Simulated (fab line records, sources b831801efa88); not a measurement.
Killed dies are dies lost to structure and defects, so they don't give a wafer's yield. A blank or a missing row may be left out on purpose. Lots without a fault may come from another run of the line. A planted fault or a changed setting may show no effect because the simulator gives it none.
fab line records | flow gf180mcu | part 2 of 2: steps 27 to 36 of 36
record lots=5 wafers=15 last_day=34
route steps=602 shown V2@399 M3@409 V3@429
lots that met no fault: from a run of the same line without faults
start_h: hours from the record's first day to the start of the lot's first wafer shown | wait_h: hours since the lot's step before | " the same as in the row above | L1.1+2: a row that stands for several wafers | - no value, or no start given | * or withheld: withheld | < > ~ a bound
route shown NAME@n: a module of which the file shows steps, and the number in the route of the first | usual: mean/standard deviation of fault-free wafers | same: alike in all rows | chamber/n: place in a boat | sites: the reading at each site | _std_site: their standard deviation | _edge_site: outer sites' mean less inner sites' | radius_mm: how far each site lies from the wafer's centre | mask NAME#n: copy n | behind: the tool/chamber that last shaped the wafer | hold: why the lot was held/for how many hours/how that ended | device: the transistor (n, p or np) that didn't switch | end of line: the same wafers' tests at the end of the route | a step without rows: its recipe alone | killed: dies lost to structure and defects at the first sort, not the wafer's yield | map: a wafer's dies, x killed, . not, _ none there
set.NAME: the setting as run; set.NAME@STEP: as run at that earlier step | model.NAME: the simulator's own value behind a step, which no gauge read
lots at some steps of the route; a table a step, a row a wafer
services: from which hour (start_h, from the record's first day; less than 0 if before it) a tool's chamber was out of use, for how many hours, and why
## steps
# step GF_M3_METAL_ETCH_16
# recipe chemistry=Cl2/BCl3 mask_material=KrF target_depth_nm=627.5 stop_on=SiO2 pressure_mtorr=8 icp_w=800 bias_w=140 Cl2_flow_sccm=80 bcl3_flow_sccm=40 time_s=104.6
# usual drypump_motor_current_A=5.3/0.39 oes_product_au=0.973/0.0065 throttle_valve_pct=28.251/0.01
# columns lot.wafer tool chamber start_h wait_h drypump_motor_current_A oes_product_au rf_hours_counter_h throttle_valve_pct
L077.1 rie_metal-04 0 531.51 0.0 5.0 0.976 3 28.234
L077.2 " 0 " " 5.0 0.977 - 28.250
L077.3 " 0 " " 5.0 0.976 - 28.246
L079.1 rie_metal-03 0 544.57 0.0 4.7 0.982 9 28.242
L079.3 " 0 " " 4.6 0.974 - 28.259
L079.6 " 1 " " 5.6 0.971 - 28.254
L086.2 rie_metal-03 0 597.46 0.1 4.7 0.978 - 28.255
L086.3 " 0 " " 4.6 0.981 - 28.239
L086.6 " 0 " " 4.6 0.980 - 28.237
L091.3 rie_metal-04 1 628.15 0.1 5.5 0.974 - 28.249
L091.4 " 0 " " 5.0 0.966 - 28.246
L091.5 " 0 " " 5.0 0.967 - 28.261
L095.2 rie_metal-02 0 652.86 0.0 5.3 0.959 10 28.259
L095.3 " 0 " " 5.3 0.975 - 28.256
L095.5 " 0 " " 5.3 0.963 - 28.254
# step GF_M3_STRIP_17
# recipe chemistry=O2/N2 power_w=1400 pressure_mtorr=1500 platen_temp_c=250 o2_flow_sccm=3000 n2_flow_sccm=300 overash_fraction=0.5
# usual drypump_motor_current_A=5.9/0.38 heater_power_w=338/25 oes_product_au=0.558/0.0044 strip_time_to_endpoint_s=7.86/0.037
# columns lot.wafer tool chamber start_h wait_h drypump_motor_current_A heater_power_w oes_product_au rf_hours_counter_h strip_time_to_endpoint_s
L077.1 plasma_asher-03 0 531.73 0.2 5.9 353 0.555 51 7.82
L077.2 " 1 " " 5.8 318 0.559 51 7.84
L077.3 " 1 " " 5.9 319 0.558 - 7.81
L079.1 plasma_asher-03 1 544.68 0.1 5.8 319 0.563 52 7.82
L079.3 " 0 " " 5.9 342 0.556 - 7.85
L079.6 " 0 " " 5.9 344 0.556 - 7.83
L086.2 plasma_asher-02 1 597.64 0.1 6.8 360 0.563 19 7.85
L086.3 " 1 " " 6.8 363 0.562 - 7.86
L086.6 " 1 " " 6.8 372 0.558 - 7.83
L091.3 plasma_asher-02 0 628.26 0.1 5.4 336 0.559 - 7.86
L091.4 " 1 " " 6.8 367 0.561 - 7.93
L091.5 " 0 " " 5.4 346 0.557 - 7.87
L095.2 plasma_asher-03 0 652.97 0.1 5.9 358 0.553 65 7.87
L095.3 " 0 " " 5.9 342 0.557 - 7.89
L095.5 " 0 " " 5.9 348 0.562 - 7.88
# step GF_M3_STRIP_18
# recipe chemistry=post_etch_residue_remover time_s=1200 temp_c=72.5
# columns lot.wafer tool chamber start_h wait_h
L077.1+2+3 wet_bench-03 3 531.83 0.1
L079.1+3+6 wet_bench-03 1 544.78 0.1
L086.2+3+6 wet_bench-03 1 597.74 0.1
L091.3+4+5 wet_bench-03 0 628.32 0.0
L095.2+3+5 wet_bench-02 0 653.07 0.1
# step GF_M3_CLEAN_19
# recipe chemistry=DIW dry=n2_spin
# columns lot.wafer tool chamber start_h wait_h
L077.1+2+3 wet_bench-02 3 532.17 0.0
L079.1+3+6 wet_bench-02 3 545.12 0.0
L086.2+3+6 wet_bench-02 0 598.09 0.0
L091.3+4+5 wet_bench-04 2 628.66 0.0
L095.2+3+5 wet_bench-02 2 653.46 0.1
# step GF_V3_CVD_00
# recipe material=SiO2 target_thk_nm=600 sigma_open_frac=0.3 temp_c=400 time_s=100 sih4_flow_sccm=60 pressure_mtorr=6
# usual pressure_mtorr=6.000/0.012
# columns lot.wafer tool chamber start_h wait_h pressure_mtorr
L077.1 hdpcvd-02 1 532.26 0.0 5.992
L077.2 " 0 " " 6.005
L077.3 " 2 " " 5.993
L079.1 hdpcvd-01 2 545.22 0.0 5.997
L079.3 " 0 " " 5.994
L079.6 " 2 " " 5.975
L086.2 hdpcvd-01 2 598.18 0.0 6.004
L086.3 " 1 " " 5.984
L086.6 " 0 " " 6.022
L091.3 hdpcvd-01 1 628.76 0.0 6.013
L091.4 " 0 " " 6.012
L091.5 " 2 " " 5.990
L095.2 hdpcvd-02 1 653.56 0.0 5.996
L095.3 " 2 " " 5.988
L095.5 " 1 " " 6.022
# step GF_V3_THK_MEAS_01
# recipe reads=SiO2_of_V3_CVD_00
# usual V3_CVD_00_THK=597/6.9
# columns lot.wafer tool chamber start_h wait_h V3_CVD_00_THK[nm]
L077.1 film_metro-04 - 532.34 0.0 605
L077.2 " - " " 606
L077.3 " - " " 609
L079.1 film_metro-04 - 545.29 0.0 598
L079.3 " - " " 586
L079.6 " - " " 595
L086.2 film_metro-04 - 598.26 0.0 592
L086.3 " - " " 591
L086.6 " - " " 582
L091.3 film_metro-02 - 628.85 0.1 590
L091.4 " - " " 582
L091.5 " - " " 592
L095.2 film_metro-03 - 653.64 0.0 603
L095.3 " - " " 599
L095.5 " - " " 599
# step GF_V3_CVD_02
# recipe material=SiO2 target_thk_nm=850 precursor=TEOS temp_c=400 time_s=94.851 rf_w=600
# usual heater_power_w=639/110
# columns lot.wafer tool chamber start_h wait_h heater_power_w
L077.1 pecvd-01 2 532.40 0.1 756
L077.2 " 0 " " 610
L077.3 " 1 " " 544
L079.1 pecvd-02 0 545.35 0.1 866
L079.3 " 2 " " 636
L079.6 " 0 " " 890
L086.2 pecvd-01 1 598.31 0.0 517
L086.3 " 2 " " 653
L086.6 " 2 " " 703
L091.3 pecvd-04 0 628.89 0.0 643
L091.4 " 0 " " 676
L091.5 " 1 " " 570
L095.2 pecvd-02 0 653.69 0.0 942
L095.3 " 1 " " 753
L095.5 " 1 " " 607
# step GF_V3_THK_MEAS_03
# recipe reads=SiO2_of_V3_CVD_02
# usual V3_CVD_02_THK=855/10
# columns lot.wafer tool chamber start_h wait_h V3_CVD_02_THK[nm]
L077.1 film_metro-04 - 532.47 0.0 844
L077.2 " - " " 847
L077.3 " - " " 840
L079.1 film_metro-03 - 545.42 0.0 838
L079.3 " - " " 844
L079.6 " - " " 850
L086.2 film_metro-02 - 598.39 0.0 852
L086.3 " - " " 856
L086.6 " - " " 867
L091.3 film_metro-03 - 628.98 0.1 858
L091.4 " - " " 860
L091.5 " - " " 859
L095.2 film_metro-02 - 653.79 0.1 842
L095.3 " - " " 843
L095.5 " - " " 847
# step GF_V3_CMP_04
# recipe material=SiO2 down_force_psi=4 platen_rpm=60 pad_velocity_m_s=0.94248
# usual motor_current_A=12.5/1.4 slurry_filter_dp_kPa=13.50/0.13 time_to_endpoint_s=83/5
# columns lot.wafer tool chamber start_h wait_h motor_current_A slurry_filter_dp_kPa time_to_endpoint_s
L077.2 cmp-02 3 532.58 0.1 12.7 13.56 81
L077.3 " 0 " " 11.1 13.41 84
L077.1 " 1 " " 14.4 13.39 87
L079.1 cmp-02 3 545.48 0.1 13.3 13.51 76
L079.3 " 1 " " 15.2 13.41 81
L079.6 " 3 " " 12.6 13.79 78
L086.3 cmp-02 3 598.44 0.0 12.8 13.49 81
L086.2 " 2 " " 13.2 13.55 87
L086.6 " 3 " " 12.4 13.51 85
L091.4 cmp-02 3 629.02 0.0 12.8 13.65 82
L091.3 " 1 " " 14.1 13.44 85
L091.5 " 0 " " 10.5 13.51 84
L095.3 cmp-02 3 653.84 0.0 12.7 13.42 74
L095.2 " 1 " " 14.3 13.51 81
L095.5 " 3 " " 12.7 13.53 78
# step GF_V3_BOW_MEAS_05
# recipe mode=bow
# usual V3_BOW=116/8.9
# columns lot.wafer tool chamber start_h wait_h V3_BOW[um]
L077.1 film_metro-02 - 532.83 0.1 121
L077.2 " - " " 125
L077.3 " - " " 114
L079.1 film_metro-02 - 545.78 0.2 115
L079.3 " - " " 112
L079.6 " - " " 123
L086.2 film_metro-03 - 598.76 0.1 121
L086.3 " - " " 113
L086.6 " - " " 122
L091.3 film_metro-03 - 629.36 0.2 115
L091.4 " - " " 116
L091.5 " - " " 109
L095.2 film_metro-02 - 654.16 0.2 115
L095.3 " - " " 110
L095.5 " - " " 101
## services
# columns tool chamber start_h hours kind
krf_scanner-02 - 490.25 4.5 repair
rie_diel-02 3 492.78 1.9 repair
wet_bench-02 - 494.04 2.7 repair
krf_scanner-02 - 498.21 1.0 pm
cvd_w-02 - 503.49 6.9 pm
wet_bench-04 - 514.99 1.9 pm
pvd_sputter-04 - 518.63 1.4 repair
pvd_sputter-03 - 536.65 5.2 repair
rie_diel-02 - 545.08 0.6 repair
krf_scanner-02 - 548.24 5.4 repair
cmp-01 - 572.00 4.0 pm
cmp-01 - 575.52 11.9 repair
cvd_w-02 - 579.79 2.8 pm
pvd_sputter-01 - 584.88 11.2 repair
rie_diel-02 - 586.09 0.2 repair
hdpcvd-01 - 589.10 1.8 repair
krf_scanner-02 - 597.01 3.4 repair
pvd_sputter-03 - 598.22 2.1 repair
krf_scanner-02 - 612.94 0.8 pm
cmp-01 - 629.68 1.1 repair
pvd_sputter-01 - 637.10 4.1 repair
cmp-02 - 639.71 0.6 repair
krf_scanner-02 - 646.85 1.3 pm
wet_bench-03 - 650.34 3.5 repair
